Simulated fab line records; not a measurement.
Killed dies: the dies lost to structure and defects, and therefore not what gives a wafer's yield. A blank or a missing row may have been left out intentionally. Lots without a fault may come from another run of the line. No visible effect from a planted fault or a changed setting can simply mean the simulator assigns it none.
Which tool did it? :: flow gf180mcu :: Sampling: 11 lots, 33 wafers, 3 of 602 route steps

WHAT EACH GAUGE READ, for each wafer
GF_STI_THK_MEAS_30. Usual: for STI_OXIDATION_02_THK the level is 9.92 nm and the standard deviation is 0.19.
lot: L306
measured: day 2 07:18
on: film_metro-02
STI_OXIDATION_02_THK (nm): 9.84 10.15 10.05
flag: 

lot: L307
measured: day 2 21:02
on: film_metro-03
STI_OXIDATION_02_THK (nm): 10.00 10.03 10.10
flag: 

lot: L308
measured: day 3 01:26
on: film_metro-02
STI_OXIDATION_02_THK (nm): 10.24 10.17 10.15
flag: 

lot: L309
measured: day 3 01:26
on: film_metro-03
STI_OXIDATION_02_THK (nm): 9.74 9.74 9.63
flag: 

lot: L311
measured: day 3 11:05
on: film_metro-04
STI_OXIDATION_02_THK (nm): 10.08 9.98 10.08
flag: 

lot: L316
measured: day 4 10:13
on: film_metro-04
STI_OXIDATION_02_THK (nm): 15.38 15.51 15.70
flag: OFF

lot: L318
measured: day 4 23:04
on: film_metro-03
STI_OXIDATION_02_THK (nm): 15.15 15.27 15.26
flag: OFF

lot: L320
measured: day 5 11:13
on: film_metro-04
STI_OXIDATION_02_THK (nm): 10.06 9.97 9.91
flag: 

lot: L321
measured: day 5 14:02
on: film_metro-04
STI_OXIDATION_02_THK (nm): 10.00 10.14 9.90
flag: 

lot: L325
measured: day 6 12:32
on: film_metro-04
STI_OXIDATION_02_THK (nm): 10.23 10.31 9.98
flag: 

lot: L329
measured: day 7 03:21
on: film_metro-04
STI_OXIDATION_02_THK (nm): 9.94 9.91 10.02
flag: 

GF_VT_IMPLANT_TW_MEAS_43. Usual: for VT_IMPLANT_4_TW the level is 686.6 and the standard deviation is 2.9.
lot: L306
measured: day 7 10:07
on: film_metro-04
VT_IMPLANT_4_TW: 685.8 682.0 685.2
flag: 

lot: L307
measured: day 8 05:26
on: film_metro-03
VT_IMPLANT_4_TW: 685.9 688.9 685.2
flag: 

lot: L308
measured: day 8 12:40
on: film_metro-01
VT_IMPLANT_4_TW: 682.6 683.7 686.5
flag: 

lot: L309
measured: day 8 13:32
on: film_metro-04
VT_IMPLANT_4_TW: 685.6 688.3 687.9
flag: 

lot: L311
measured: day 8 23:19
on: film_metro-01
VT_IMPLANT_4_TW: 680.7 680.7 684.6
flag: 

lot: L316
measured: day 10 09:10
on: film_metro-01
VT_IMPLANT_4_TW: 687.0 685.6 687.1
flag: 

lot: L318
measured: day 10 21:58
on: film_metro-04
VT_IMPLANT_4_TW: 685.5 688.8 685.1
flag: 

lot: L320
measured: day 11 15:35
on: film_metro-04
VT_IMPLANT_4_TW: 690.0 688.8 689.5
flag: 

lot: L321
measured: day 11 21:23
on: film_metro-04
VT_IMPLANT_4_TW: 689.1 686.1 687.1
flag: 

lot: L325
measured: day 13 04:32
on: film_metro-04
VT_IMPLANT_4_TW: 690.6 688.3 686.5
flag: 

lot: L329
measured: day 13 22:32
on: film_metro-03
VT_IMPLANT_4_TW: 685.1 686.6 685.9
flag: 

WHICH TOOL RAN EACH LOT (tool, then ch and the chambers of the sampled wafers, then the start)
lot: L306
GF_STI_OXIDATION_29: furnace-01 ch 0, day 2 05:53

lot: L307
GF_STI_OXIDATION_29: furnace-01 ch 0, day 2 19:37

lot: L308
GF_STI_OXIDATION_29: furnace-02 ch 0, day 3 00:02

lot: L309
GF_STI_OXIDATION_29: furnace-02 ch 0, day 3 00:02

lot: L311
GF_STI_OXIDATION_29: furnace-02 ch 0, day 3 09:41

lot: L316
GF_STI_OXIDATION_29: furnace-01 ch 0, day 4 08:48

lot: L318
GF_STI_OXIDATION_29: furnace-01 ch 0, day 4 21:40

lot: L320
GF_STI_OXIDATION_29: furnace-02 ch 0, day 5 09:50

lot: L321
GF_STI_OXIDATION_29: furnace-02 ch 0, day 5 12:37

lot: L325
GF_STI_OXIDATION_29: furnace-02 ch 0, day 6 11:08

lot: L329
GF_STI_OXIDATION_29: furnace-02 ch 0, day 7 01:57
- GF_STI_OXIDATION_29: stabilise 600 s, purge 300 s, target thk 10 nm.

AS READ BY THE TOOLS THEMSELVES (means over the sampled wafers that have a number; for cases with no such wafer, the mark the record gives instead)
GF_STI_OXIDATION_29. Usual: 901.3 C for spike_tc_lower_C, sd 2.
lot: L306
tool: furnace-01
spike_tc_lower_C (C): 903.4
flag: 

lot: L307
tool: furnace-01
spike_tc_lower_C (C): 903.5
flag: 

lot: L308
tool: furnace-02
spike_tc_lower_C (C): 898.6
flag: 

lot: L309
tool: furnace-02
spike_tc_lower_C (C): 899.8
flag: 

lot: L311
tool: furnace-02
spike_tc_lower_C (C): 899.3
flag: 

lot: L316
tool: furnace-01
spike_tc_lower_C (C): 903.0
flag: 

lot: L318
tool: furnace-01
spike_tc_lower_C (C): 903.1
flag: 

lot: L320
tool: furnace-02
spike_tc_lower_C (C): 899.8
flag: 

lot: L321
tool: furnace-02
spike_tc_lower_C (C): 898.3
flag: 

lot: L325
tool: furnace-02
spike_tc_lower_C (C): 898.0
flag: 

lot: L329
tool: furnace-02
spike_tc_lower_C (C): 899.0
flag: 

THE ANSWER, worked out from the rows above alone
Rule: a lot counts as off when the mean over its wafers that have a number is more than 3 standard deviations away from the usual mean. Also off: a lot with no number at a reading for which 4 or more lots have one. The other lots that the step has rows for count as sound. The gauges are gone through in route order, then the tools' own readings, and for those a lot's mean is taken as printed above. The first step at which some lot is off is used, and at that step the reading that is off furthest; a lot without a number counts as furthest.
Off: at GF_STI_THK_MEAS_30 (STI_OXIDATION_02_THK), L316, L318.
A tool fits if, at a process step before that reading, it ran every lot that is off, and no sound lot after the first of them. The gauges at GF_STI_THK_MEAS_30 are tried like those tools. One candidate fits, namely furnace-01 at GF_STI_OXIDATION_29. A fault onset in the window from L307 (day 2 19:37, its last sound lot) to L316 (day 4 08:48, its first lot off) fits.

WHAT WAS PUT IN BY THE SIMULATOR
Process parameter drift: furnace-01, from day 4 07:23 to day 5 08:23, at GF_STI_OXIDATION_29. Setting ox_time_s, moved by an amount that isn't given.
Shown lots that were struck: L316, L318. The rule above reached the same finding.
